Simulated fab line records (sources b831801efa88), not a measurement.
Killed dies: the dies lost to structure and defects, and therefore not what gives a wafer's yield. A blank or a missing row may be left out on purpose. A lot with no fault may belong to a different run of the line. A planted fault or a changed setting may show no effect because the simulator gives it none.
Code-filled problem report in 8D (eight disciplines) form -- flow sfq-line -- the parts of the form that need people (team, actions taken, sign-off) are left out

## 1. WHAT IS WRONG
At SFQ_TRILAYER_M4_ETCH_METAL_ETCH_096, run-length-s averages 152.4 s over 2 wafers from 2 lots, while fault-free wafers read 148.6 s, standard deviation 0.72. Relative to the usual mean, that is a shift of +5.3 standard deviations.
The step: etches Nb in Cl2/Ar, stops on SiO2, target depth 240 nm, time 120 s.
Seen first at day 47 10:53 on rie-metal-03, wafer L777.4. Wafers with a number at this step in the record: 40, from 14 lots. The rule behind "out" and "out of limits": a value lying over 4 standard deviations away from the usual mean. The rest of the wafers with a number are treated as sound.

## 2. WHAT IT IS, AND WHAT IT ISN'T
question,is,is not
which readings at this step,run-length-s,"drypump-motor-current-A, rf-fwd-power-W"
which lots,"L777, L779","L766, L767, L769, L771, L772, L782, L783, L785, L786, L787, L788, L789"
which wafers of those lots,"L777.4, L779.4","L777.3, L779.3"
read on which tools,rie-metal-03,"rie-metal-02, rie-metal-04"
when,from day 47 10:53,"up to then (16 sound wafers); but 22 sound wafers of L779, L782, L783, L785, L786, L787, L788, L789 came after"

## 3. SUSPECTS, AND WHAT RULES EACH OUT
Counting: a tool at a process step up to the reading stays a suspect if it ran every lot that is out. Sound lots after the first of them don't rule it out here, since some wafers of a struck lot are sound.
- rie-metal-03 at SFQ_TRILAYER_M4_ETCH_METAL_ETCH_096 (etches Nb in Cl2/Ar, stops on SiO2, target depth 240 nm, time 120 s): kept. It processed each lot that is out (first: L777, day 47 10:53); up to then, its last sound lot is L767 (day 44 21:44). Out on those wafers are its own readings of run-length-s.
- At SFQ_TRILAYER_M4_ETCH_METAL_ETCH_096 on rie-metal-03, chamber 0 took the sound wafers of the same lots and chamber 1 took the wafers that are out.
Remaining after the count: rie-metal-03 at SFQ_TRILAYER_M4_ETCH_METAL_ETCH_096.

## 4. THE CAUSE (what the simulator had put in)
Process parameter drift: rie-metal-03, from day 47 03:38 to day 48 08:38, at SFQ_TRILAYER_M4_ETCH_METAL_ETCH_096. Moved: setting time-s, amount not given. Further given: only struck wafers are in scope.
This tool alone remained once counting was done.

## 5. THE CHAIN OF EFFECTS, in route order
Rows list readings where the struck wafers' mean (over those with a number) sits beyond 3 standard deviations from the usual. Scope: only readings with a usual standard deviation given in the record; hours: median across lots of the time from each lot's start at the first step in this table that gives one to its start at this step; sigmas: change in usual standard deviations.
hours,step,reading,usual,on struck wafers,change,sigmas
0,SFQ_TRILAYER_M4_ETCH_METAL_ETCH_096,run-length-s,148.6 s,152.4,+3.8,+5.3
Its process steps:
- SFQ_TRILAYER_M4_ETCH_METAL_ETCH_096: etches Nb in Cl2/Ar, stops on SiO2, target depth 240 nm, time 120 s.

## 6. WHAT WOULD HAVE CAUGHT IT SOONER
In this record no reading fell out of limits until day 47 10:53, 7 hours after the fault had begun at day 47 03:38.
